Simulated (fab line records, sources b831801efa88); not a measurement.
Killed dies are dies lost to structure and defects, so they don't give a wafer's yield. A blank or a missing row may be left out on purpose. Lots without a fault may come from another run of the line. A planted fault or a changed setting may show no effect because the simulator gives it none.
Which tool did it? | flow sky130 | 14 lots, 41 wafers sampled, at 4 steps of a route of 708

WHAT THE GAUGES READ, wafer by wafer
The record holds no reading of a measuring or inspecting step that can be judged against a usual standard deviation.

WHICH TOOL RAN EACH LOT (tool, then ch and the chambers of the sampled wafers, then the start)
lot  | SKY_VIA2_CMP_24               | SKY_METAL3_SPUTTER_01        | SKY_METAL3_SPUTTER_03        | SKY_METAL3_SPUTTER_04
L171 | cmp-01 ch 0,2,3, day 35 23:23 | pvd_sputter-02, day 35 23:40 | pvd_sputter-02, day 35 23:43 | pvd_sputter-02, day 35 23:44
L172 | cmp-01 ch 0,1,3, day 36 19:11 | pvd_sputter-02, day 36 19:28 | pvd_sputter-02, day 36 19:32 | pvd_sputter-02, day 36 19:33
L173 | cmp-01 ch 1,2,3, day 36 21:07 | pvd_sputter-04, day 36 21:26 | pvd_sputter-04, day 36 21:31 | pvd_sputter-04, day 36 21:32
L174 | cmp-02 ch 0,1,2, day 37 18:32 | pvd_sputter-02, day 37 18:46 | pvd_sputter-02, day 37 18:49 | pvd_sputter-02, day 37 18:50
L175 | cmp-02 ch 1,2,3, day 37 23:16 | pvd_sputter-03, day 37 23:29 | pvd_sputter-03, day 37 23:32 | pvd_sputter-03, day 37 23:34
L177 | cmp-01 ch 0,1,2, day 38 16:10 | pvd_sputter-02, day 38 16:29 | pvd_sputter-02, day 38 16:33 | pvd_sputter-02, day 38 16:34
L178 | cmp-01 ch 0,2,3, day 38 17:33 | pvd_sputter-03, day 38 17:49 | pvd_sputter-03, day 38 17:53 | pvd_sputter-03, day 38 17:54
L176 | cmp-01 ch 0,1, day 38 18:41   | pvd_sputter-04, day 38 19:01 | pvd_sputter-04, day 38 19:05 | pvd_sputter-04, day 38 19:06
L179 | cmp-01 ch 1,2,3, day 39 04:58 | pvd_sputter-02, day 39 05:14 | pvd_sputter-02, day 39 05:18 | pvd_sputter-02, day 39 05:19
L181 | cmp-01 ch 0,3, day 40 01:29   | pvd_sputter-04, day 40 01:48 | pvd_sputter-04, day 40 01:52 | pvd_sputter-04, day 40 01:53
L184 | cmp-01 ch 0,2, day 40 09:37   | pvd_sputter-04, day 40 09:53 | pvd_sputter-04, day 40 09:58 | pvd_sputter-04, day 40 09:59
L182 | cmp-01 ch 0,2,3, day 40 11:19 | pvd_sputter-02, day 40 11:38 | pvd_sputter-02, day 40 11:41 | pvd_sputter-02, day 40 11:43
L185 | cmp-01 ch 1,3, day 40 14:13   | -                            | -                            | -
L193 | cmp-02 ch 1,2,3, day 43 00:38 | pvd_sputter-04, day 43 00:54 | pvd_sputter-04, day 43 00:58 | pvd_sputter-04, day 43 00:59
- SKY_VIA2_CMP_24: polishes, stops on SiO2, t overpolish 20 s, target thk 0 nm.
- SKY_METAL3_SPUTTER_01: material TiN, target thk 20 nm, time 16.7 s.
- SKY_METAL3_SPUTTER_03: material Ti, target thk 5 nm, time 3.3 s.
- SKY_METAL3_SPUTTER_04: material TiN, target thk 70 nm, time 58.3 s.

WHAT THE TOOLS THEMSELVES READ (means of the sampled wafers that have a number; where no wafer has one, the mark that the record gives instead)
SKY_VIA2_CMP_24.
lot  | tool   | motor_current_A (A) | overpolish_run_s (s) | time_to_endpoint_s (s)
L171 | cmp-01 | 12.0                | 20.007               | 104
L172 | cmp-01 | 11.9                | 20.009               | 98
L173 | cmp-01 | 11.7                | 20.005               | 99
L174 | cmp-02 | 10.4                | 19.998               | 100
L175 | cmp-02 | 11.1                | 19.997               | 94
L177 | cmp-01 | 12.1                | 20.004               | 100
L178 | cmp-01 | 12.5                | 19.996               | 100
L176 | cmp-01 | 11.5                | 20.004               | 99
L179 | cmp-01 | 12.3                | 19.993               | 106
L181 | cmp-01 | 11.9                | 20.012               | 98
L184 | cmp-01 | 12.3                | 20.009               | 99
L182 | cmp-01 | 11.9                | 13.347               | 117
L185 | cmp-01 | 11.8                | 0.037                | 158
L193 | cmp-02 | 11.3                | 20.002               | 101

SKY_METAL3_SPUTTER_01.
lot  | tool           | throttle_valve_pct (%)
L171 | pvd_sputter-02 | 29.7
L172 | pvd_sputter-02 | 31.0
L173 | pvd_sputter-04 | 30.4
L174 | pvd_sputter-02 | 30.3
L175 | pvd_sputter-03 | 30.7
L177 | pvd_sputter-02 | 29.8
L178 | pvd_sputter-03 | 30.4
L176 | pvd_sputter-04 | 29.7
L179 | pvd_sputter-02 | 29.9
L181 | pvd_sputter-04 | 31.5
L184 | pvd_sputter-04 | 28.3
L182 | pvd_sputter-02 | 29.9
L193 | pvd_sputter-04 | 29.4

SKY_METAL3_SPUTTER_03.
lot  | tool           | throttle_valve_pct (%)
L171 | pvd_sputter-02 | 29.8
L172 | pvd_sputter-02 | 30.7
L173 | pvd_sputter-04 | 30.6
L174 | pvd_sputter-02 | 30.2
L175 | pvd_sputter-03 | 30.7
L177 | pvd_sputter-02 | 29.9
L178 | pvd_sputter-03 | 30.3
L176 | pvd_sputter-04 | 29.5
L179 | pvd_sputter-02 | 30.0
L181 | pvd_sputter-04 | 31.4
L184 | pvd_sputter-04 | 28.4
L182 | pvd_sputter-02 | 30.0
L193 | pvd_sputter-04 | 29.4

SKY_METAL3_SPUTTER_04.
lot  | tool           | throttle_valve_pct (%)
L171 | pvd_sputter-02 | 29.6
L172 | pvd_sputter-02 | 30.8
L173 | pvd_sputter-04 | 30.3
L174 | pvd_sputter-02 | 30.3
L175 | pvd_sputter-03 | 30.8
L177 | pvd_sputter-02 | 29.7
L178 | pvd_sputter-03 | 30.4
L176 | pvd_sputter-04 | 29.4
L179 | pvd_sputter-02 | 29.9
L181 | pvd_sputter-04 | 31.3
L184 | pvd_sputter-04 | 28.4
L182 | pvd_sputter-02 | 30.0
L193 | pvd_sputter-04 | 29.2

THE ANSWER, worked out from the rows above alone
Rule: what is usual is taken from the lots themselves. Put in order of their means at a reading, lots are off if they are a third of the lots or fewer, leave a main group of 4 or more, and stand apart from it by a gap of 3 or more times the standard deviation of the main group's means; of several such gaps the widest counts. A main group whose means are all the same, to the digits that the tables above print for the reading, isn't used. A lot without any number at a reading at which 4 lots or more have one is off too. The other lots that the step has rows for count as sound. The gauges are gone through in route order, then the tools' own readings, and for those a lot's mean is taken as printed above. The first step at which some lot is off is used, and at that step the reading that is off furthest; a lot without a number counts as furthest.
Off: L182, L185, at SKY_VIA2_CMP_24 (overpolish_run_s). The main group: mean 20.003 s, standard deviation 0.0057.
A tool fits if, at that step or a process step before it, it ran every lot that is off, and no sound lot after the first of them. One fits: cmp-01 at SKY_VIA2_CMP_24. Its last sound lot is L184 (day 40 09:37), its first lot that is off L182 (day 40 11:19): a fault that began between those two fits.
The tool's own readings at SKY_VIA2_CMP_24 bear it out: on the lots that are off they differ by more than 5 times the standard deviation of the sound lots' means. overpolish_run_s reads 6.692 s there against 20.003 s on the sound lots; time_to_endpoint_s reads 138 s there against 100 s on the sound lots.

WHAT THE SIMULATOR HAD PUT IN
Process parameter drift: cmp-01, from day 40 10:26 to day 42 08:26, at SKY_VIA2_CMP_24. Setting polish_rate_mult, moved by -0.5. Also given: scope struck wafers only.
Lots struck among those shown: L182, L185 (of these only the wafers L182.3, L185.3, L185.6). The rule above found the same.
